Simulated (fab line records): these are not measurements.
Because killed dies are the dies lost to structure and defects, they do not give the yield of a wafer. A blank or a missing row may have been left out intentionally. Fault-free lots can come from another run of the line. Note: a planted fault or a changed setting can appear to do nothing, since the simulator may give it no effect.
Chamber matching	flow sky130	SKY_VIA2_CMP_24 on cmp-02: 4 sister chambers
The step polishes, stops on SiO2, t overpolish 20 s, target thk 0 nm. 14 wafers are shown with their chamber, then 7 later ones without.

== WAFERS WITH THEIR CHAMBER ==
wafer	chamber	motor-current-A (A)	overpolish-run-s (s)	time-to-endpoint-s (s)
L295.1	2	10.5	20.009	103
L295.2	1	10.7	19.990	102
L295.3	0	11.0	20.002	102
L299.1	0	10.9	19.999	107
L299.3	3	12.1	19.992	106
L299.6	2	10.7	20.001	108
L302.3	0	11.4	19.999	111
L302.5	2	10.3	20.001	113
L302.6	1	11.1	19.983	109
L307.1	0	10.8	19.988	103
L307.2	1	10.9	19.987	99
L307.3	3	12.6	19.989	98
L309.4	3	12.7	19.995	104
L309.5	3	12.4	20.001	104

SIGNATURES, as means of the wafers listed above
reading	chamber 0	chamber 1	chamber 2	chamber 3	scatter within a chamber
motor-current-A	11.025	10.900	10.500	12.450	0.24
overpolish-run-s	19.99700	19.98667	20.00367	19.99425	0.0051
time-to-endpoint-s	105.75	103.33	108.00	103.00	4.35
Rule: for each reading, subtract the chamber's mean from the wafer's reading, divide by that reading's scatter and square the result; add these up over the readings and take the root, which gives the wafer's distance from the chamber. If the next closest chamber is less than 2 further off than the closest, the wafer can't be placed; otherwise it belongs to the closest. How the scatter is found: for the shown wafers, subtract from each reading the mean of its chamber, square and add these, divide the total by (wafers less chambers), then take the root.

== WAFERS WITHOUT THEIR CHAMBER ==
wafer	motor-current-A (A)	overpolish-run-s (s)	time-to-endpoint-s (s)
L309.6	10.8	19.989	104
L310.2	10.8	19.989	103
L310.5	10.4	20.007	101
L310.6	10.4	20.002	99
L312.3	12.5	20.005	106
L312.4	10.0	20.001	106
L312.6	10.7	20.016	109

== THE CHAMBER EACH PASSED THROUGH ==
wafer	from the rows above	in truth
L309.6	can't be placed: 1 or 0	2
L310.2	can't be placed: 1 or 0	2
L310.5	can't be placed: 2 or 0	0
L310.6	can't be placed: 2 or 0 or 1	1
L312.3	3	3
L312.4	2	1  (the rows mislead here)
L312.6	can't be placed: 2 or 0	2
1 of 7 placed correctly. These rows do not allow placing 5 (true chamber among the candidates in 3). 1 placed wrongly.
